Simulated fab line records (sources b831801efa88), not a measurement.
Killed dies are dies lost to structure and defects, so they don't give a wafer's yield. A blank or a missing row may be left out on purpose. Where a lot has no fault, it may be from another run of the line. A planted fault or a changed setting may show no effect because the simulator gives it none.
The tool behind it: which one? ; flow sky130 ; Sampling: 11 lots, 33 wafers, 2 of 708 route steps

WHAT THE GAUGES READ, wafer by wafer
SKY_METAL1_CD_MEAS_15 targets a cd of 140 nm.
lot;measured;on;cdNm (nm)
L180;day 33 07:28;cdSem-01;138.3 138.9 138.5
L179;day 33 09:21;cdSem-01;139.6 138.9 140.3
L182;day 34 05:31;cdSem-01;141.2 140.3 140.0
L188;day 36 18:54;cdSem-01;142.5 142.1 142.6
L189;day 36 22:04;cdSem-02;141.1 138.5 139.0
L192;day 37 17:49;cdSem-02;137.1 138.6 136.8
L194;day 38 17:56;cdSem-01;140.3 138.7 138.6
L196;day 39 05:50;cdSem-02;137.3 138.6 137.2
L199;day 39 12:13;cdSem-02;141.3 141.0 142.9
L200;day 39 21:12;cdSem-01;140.9 140.0 140.1
L201;day 39 22:40;cdSem-01;140.9 140.3 141.4

EACH LOT AND THE TOOL THAT RAN IT (in order: tool; ch and the chambers of the sampled wafers; start)
lot;SKY_METAL1_SPUTTER_01
L180;pvdSputter-02, day 32 04:43
L179;pvdSputter-02, day 32 06:20
L182;pvdSputter-02, day 33 02:44
L188;pvdSputter-04, day 35 17:26
L189;pvdSputter-04, day 35 20:00
L192;pvdSputter-04, day 36 15:41
L194;pvdSputter-02, day 37 16:47
L196;pvdSputter-01, day 38 04:07
L199;pvdSputter-04, day 38 10:24
L200;pvdSputter-02, day 38 20:23
L201;pvdSputter-01, day 38 21:47
- SKY_METAL1_SPUTTER_01: material TiN, target thk 20 nm, time 16.7 s.

THE ANSWER, worked out from the rows above alone
Rule: what is usual is taken from the lots themselves. Put in order of their means at a reading, lots are off if they are a third of the lots or fewer, leave a main group of 4 or more, and stand apart from it by a gap of 3 or more times the standard deviation of the main group's means; of several such gaps the widest counts. If all means in a main group match to the digits the tables above print for the reading, that group is not used. A lot without any number at a reading at which 4 lots or more have one is off too. Where the step has rows for the other lots, those lots are counted as sound.
Across all readings shown, no lot is off: no conclusion can be drawn from this.

WHAT THE SIMULATOR PUT IN
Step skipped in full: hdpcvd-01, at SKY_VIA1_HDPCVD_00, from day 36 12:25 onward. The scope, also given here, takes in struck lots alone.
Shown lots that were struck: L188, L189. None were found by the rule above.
